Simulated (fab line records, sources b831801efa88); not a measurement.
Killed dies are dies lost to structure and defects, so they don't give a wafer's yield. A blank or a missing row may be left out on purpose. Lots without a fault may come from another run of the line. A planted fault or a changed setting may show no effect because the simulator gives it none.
Chamber matching | flow sky130 | SKY_PASSIVATION_ETCH_11 on rie_diel-04: 4 sister chambers
The step etches the open film in CF4/O2, stops on AlCu, target depth 725 nm, time 161.1 s. 16 wafers are shown with their chamber, then 8 later ones without.

WAFERS WITH THEIR CHAMBER
wafer  | chamber | throttle_valve_pct (%) | oes_product_au (a.u.)
L076.3 | 0       | 5.971                  | 0.981
L076.5 | 3       | 5.960                  | 0.986
L076.6 | 2       | 5.960                  | 0.984
L077.1 | 0       | 5.976                  | 0.978
L077.4 | 1       | 5.961                  | 0.982
L077.6 | 2       | 5.967                  | 0.980
L082.3 | 2       | 5.969                  | 0.981
L082.4 | 1       | 5.966                  | 0.987
L082.6 | 2       | 5.949                  | 0.985
L085.1 | 1       | 5.958                  | 0.983
L085.2 | 2       | 5.962                  | 0.979
L085.3 | 3       | 5.953                  | 0.975
L085.4 | 0       | 5.960                  | 0.997
L085.5 | 0       | 5.964                  | 0.987
L085.6 | 1       | 5.980                  | 0.982
L086.1 | 3       | 5.961                  | 0.979

SIGNATURES (means of the wafers above)
reading            | chamber 0 | chamber 1 | chamber 2 | chamber 3 | scatter within a chamber
throttle_valve_pct | 5.96775   | 5.96625   | 5.96140   | 5.95800   | 0.00775
oes_product_au     | 0.98575   | 0.98350   | 0.98180   | 0.98000   | 0.00514
Rule: a wafer's distance from a chamber is the root of the sum, over the readings, of the square of ((its reading less the chamber's mean) divided by the reading's scatter). The wafer belongs to the nearest chamber; if the next one is less than 2 further off, it can't be placed. The scatter: the root of (the sum of the squares of (reading less its chamber's mean) over the shown wafers, divided by (wafers less chambers)).

WAFERS WITHOUT THEIR CHAMBER
wafer  | throttle_valve_pct (%) | oes_product_au (a.u.)
L086.4 | 5.951                  | 0.983
L086.5 | 5.981                  | 0.974
L087.1 | 5.965                  | 0.975
L087.2 | 5.959                  | 0.975
L087.3 | 5.973                  | 0.966
L087.4 | 5.975                  | 0.989
L087.5 | 5.960                  | 0.985
L087.6 | 5.961                  | 0.972

WHICH CHAMBER EACH WENT THROUGH
wafer  | from the rows above               | in truth
L086.4 | can't be placed: 3 or 2 or 1 or 0 | 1
L086.5 | can't be placed: 1 or 0 or 2 or 3 | 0
L087.1 | can't be placed: 3 or 2 or 1 or 0 | 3
L087.2 | can't be placed: 3 or 2 or 1 or 0 | 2
L087.3 | can't be placed: 3 or 2 or 1 or 0 | 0
L087.4 | can't be placed: 0 or 1 or 2 or 3 | 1
L087.5 | can't be placed: 2 or 1 or 3 or 0 | 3
L087.6 | can't be placed: 3 or 2 or 1 or 0 | 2
Placed correctly: 0 of 8. Can't be placed from these rows: 8 (the true chamber is among the candidates in 8). Placed wrongly: 0.
